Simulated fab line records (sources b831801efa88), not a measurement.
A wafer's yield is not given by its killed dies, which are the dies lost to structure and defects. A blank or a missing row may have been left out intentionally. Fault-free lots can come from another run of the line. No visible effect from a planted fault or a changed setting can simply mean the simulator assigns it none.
Chamber matching -- flow sky130 -- 3 sister chambers for SKY_VIA1_HDPCVD_00 on hdpcvd-02
The step deposits SiO2, target thk 1030 nm, time 171.7 s. 3 wafers are shown with their chamber, then 7 later ones without.

## WAFERS WITH THEIR CHAMBER
wafer,chamber,sih4FlowSccm (sccm)
L213.1,1,59.57
L216.4,0,59.92
L216.5,2,59.91

## WAFERS MISSING THEIR CHAMBER
wafer,sih4FlowSccm (sccm)
L216.6,60.05
L218.2,59.86
L218.5,59.83
L218.6,60.14
L224.3,60.20
L225.1,60.02
L225.4,60.02

## CHAMBER TAKEN BY EACH
wafer,from the rows above,in truth
L216.6,can't be placed: 0 or 2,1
L218.2,can't be placed: 2 or 0 or 1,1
L218.5,can't be placed: 2 or 0 or 1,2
L218.6,can't be placed: 0 or 2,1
L224.3,can't be placed: 0 or 2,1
L225.1,can't be placed: 0 or 2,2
L225.4,can't be placed: 0 or 2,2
0 of 7 placed correctly. From these rows, 7 cannot be placed; in 4 the true chamber is one of the candidates. Number placed wrongly: 0.
How it was worked out, from the rows above alone: a wafer's distance from a chamber is the root of the sum, over the readings, of the square of ((its reading less the chamber's mean) divided by the reading's scatter). The wafer belongs to the nearest chamber; if the next one is less than 2 further off, it can't be placed. The mean given for a chamber averages the wafers shown for that chamber. The scatter (one wafer shown for each chamber): square how far every hidden wafer sits from the nearest shown wafer, average those squares and take the square root.
